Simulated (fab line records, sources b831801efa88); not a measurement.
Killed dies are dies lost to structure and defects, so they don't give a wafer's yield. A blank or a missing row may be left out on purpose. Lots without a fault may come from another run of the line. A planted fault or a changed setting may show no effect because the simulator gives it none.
Which tool did it? | flow sky130 | 11 lots, 33 wafers sampled, at 4 steps of a route of 708

WHAT THE GAUGES READ, wafer by wafer
SKY_SD_N_TW_MEAS_12.
lot  | measured     | on            | SD_N_TW
L632 | day 28 10:22 | film_metro-02 | 4001 3972 3961
L634 | day 28 18:38 | film_metro-03 | 3975 3995 3980
L635 | day 28 20:31 | film_metro-02 | 3957 3974 3973
L641 | day 32 09:32 | film_metro-01 | 3971 3998 3968
L644 | day 33 02:33 | film_metro-03 | 4037 4047 4064
L645 | day 33 13:26 | film_metro-02 | 4087 4081 4086
L647 | day 34 01:26 | film_metro-01 | 3968 3982 3986
L649 | day 34 10:13 | film_metro-01 | 3974 3971 3978
L651 | day 34 21:26 | film_metro-03 | 3956 3956 3959
L653 | day 35 04:42 | film_metro-01 | 3996 3998 3999
L655 | day 35 13:25 | film_metro-03 | 3960 3968 3965

WHICH TOOL RAN EACH LOT (tool, then ch and the chambers of the sampled wafers, then the start)
lot  | SKY_GATE_OXIDE_STRIP_13              | SKY_SD_N_IMPLANT_09             | SKY_SD_N_STRIP_11
L632 | plasma_asher-03 ch 0,1, day 14 00:34 | implanter-02 ch 0, day 28 09:58 | plasma_asher-01 ch 0,1, day 28 10:16
L634 | plasma_asher-03 ch 0,1, day 14 13:33 | implanter-04 ch 0, day 28 18:14 | plasma_asher-04 ch 0,1, day 28 18:32
L635 | plasma_asher-04 ch 0,1, day 14 15:32 | implanter-03 ch 0, day 28 20:07 | plasma_asher-02 ch 1, day 28 20:25
L641 | plasma_asher-04 ch 0,1, day 18 09:56 | implanter-02 ch 0, day 32 09:08 | plasma_asher-04 ch 0,1, day 32 09:26
L644 | plasma_asher-04 ch 0,1, day 19 07:25 | implanter-02 ch 0, day 33 01:41 | plasma_asher-04 ch 1, day 33 02:25
L645 | plasma_asher-04 ch 0,1, day 19 17:55 | implanter-04 ch 0, day 33 12:44 | plasma_asher-02 ch 0,1, day 33 13:20
L647 | plasma_asher-02 ch 0,1, day 20 05:34 | implanter-04 ch 0, day 34 01:02 | plasma_asher-01 ch 0,1, day 34 01:20
L649 | plasma_asher-03 ch 0,1, day 20 20:49 | implanter-03 ch 0, day 34 09:50 | plasma_asher-01 ch 0,1, day 34 10:07
L651 | plasma_asher-04 ch 0,1, day 21 04:13 | implanter-04 ch 0, day 34 21:04 | plasma_asher-01 ch 0,1, day 34 21:21
L653 | plasma_asher-04 ch 0,1, day 21 16:31 | implanter-02 ch 0, day 35 04:19 | plasma_asher-04 ch 0,1, day 35 04:35
L655 | plasma_asher-04 ch 0,1, day 21 23:28 | implanter-02 ch 0, day 35 13:01 | plasma_asher-02 ch 0,1, day 35 13:19
- SKY_GATE_OXIDE_STRIP_13: strips in O2/N2.
- SKY_SD_N_IMPLANT_09
- SKY_SD_N_STRIP_11: strips in O2/N2.

THE ANSWER, worked out from the rows above alone
Rule: what is usual is taken from the lots themselves. Put in order of their means at a reading, lots are off if they are a third of the lots or fewer, leave a main group of 4 or more, and stand apart from it by a gap of 3 or more times the standard deviation of the main group's means; of several such gaps the widest counts. A main group whose means are all the same, to the digits that the tables above print for the reading, isn't used. A lot without any number at a reading at which 4 lots or more have one is off too. The other lots that the step has rows for count as sound.
Off: L644, L645, at SKY_SD_N_TW_MEAS_12 (SD_N_TW). The main group: mean 3976, standard deviation 11.
A tool fits if, at a process step before that reading, it ran every lot that is off, and no sound lot after the first of them. The gauges at SKY_SD_N_TW_MEAS_12 are tried like those tools. None of those tried fits.

WHAT THE SIMULATOR HAD PUT IN
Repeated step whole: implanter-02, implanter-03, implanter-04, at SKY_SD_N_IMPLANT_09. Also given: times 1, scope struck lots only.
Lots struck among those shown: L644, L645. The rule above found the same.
